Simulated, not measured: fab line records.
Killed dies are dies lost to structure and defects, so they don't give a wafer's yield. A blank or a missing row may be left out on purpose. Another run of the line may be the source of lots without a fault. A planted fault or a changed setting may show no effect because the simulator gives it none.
Which tool was responsible? -- flow gf180mcu -- Sampling: 7 lots, 21 wafers, 4 of 602 route steps

== WHAT EACH GAUGE READ, for each wafer ==
GF_V1_RS_MEAS_24: the measuring method here is four-point-probe.
lot,measured,on,V1_W_RS (ohm/sq)
L701,day 19 08:45,filmMetro-02,0.3320 0.3293 0.3274
L704,day 20 12:56,filmMetro-03,0.3305 0.3272 0.3307
L706,day 21 08:02,filmMetro-03,0.3349 0.3301 0.3339
L713,day 23 16:14,filmMetro-02,0.3320 0.3314 0.3312
L716,day 24 17:22,filmMetro-02,0.3297 0.3302 0.3322
L718,day 25 09:29,filmMetro-04,0.3338 0.3321 0.3325
L720,day 26 00:11,filmMetro-03,0.3342 0.3295 0.3325

== WHAT TOOL EACH LOT RAN ON (gives the tool, then ch and the chambers of the sampled wafers, and finally the start) ==
lot,GF_SALICIDE_RTA_06,GF_V1_ETCH_16,GF_V1_CVD_23
L701,"rtpAnneal-01 ch 0, day 16 05:31","rieDiel-02 ch 1,2,3, day 19 07:50","cvdW-02 ch 0,1, day 19 08:38"
L704,"rtpAnneal-01 ch 0, day 17 09:25","rieDiel-02 ch 0,2,3, day 20 12:02","cvdW-02 ch 0, day 20 12:48"
L706,"rtpAnneal-01 ch 0, day 18 02:11","rieDiel-04 ch 1,2, day 21 07:08","cvdW-02 ch 0,1, day 21 07:56"
L713,"rtpAnneal-02 ch 0, day 20 12:55","rieDiel-03 ch 0,1, day 23 15:22","cvdW-02 ch 0,1, day 23 16:08"
L716,"rtpAnneal-01 ch 0, day 21 16:25","rieDiel-02 ch 1,3, day 24 16:29","cvdW-01 ch 0,1, day 24 17:15"
L718,"rtpAnneal-01 ch 0, day 22 10:10","rieDiel-03 ch 0,1,3, day 25 08:35","cvdW-01 ch 0,1, day 25 09:22"
L720,"rtpAnneal-01 ch 0, day 23 00:09","rieDiel-02 ch 1,2, day 25 23:17","cvdW-01 ch 0,1, day 26 00:04"
- GF_SALICIDE_RTA_06: time 30 s.
- GF_V1_ETCH_16: etches BARC in N2/H2.
- GF_V1_CVD_23: deposits W, target thk 350 nm, time 105.05 s.

== THE ANSWER, worked out from the rows above alone ==
Rule: what is usual is taken from the lots themselves. The widest of any qualifying gaps counts: lots, ordered by their means at a reading, are off when they make up no more than a third of the lots, leave a main group of 4 or more, and stand apart from it by 3 or more times the standard deviation of that group's means. A main group whose means are all the same, to the digits that the tables above print for the reading, isn't used. A lot without any number at a reading at which 4 lots or more have one is off too. All remaining lots with rows at the step are treated as sound.
No lot is off at any reading shown: from this, nothing can be told.

== WHAT THE SIMULATOR HAD INSERTED ==
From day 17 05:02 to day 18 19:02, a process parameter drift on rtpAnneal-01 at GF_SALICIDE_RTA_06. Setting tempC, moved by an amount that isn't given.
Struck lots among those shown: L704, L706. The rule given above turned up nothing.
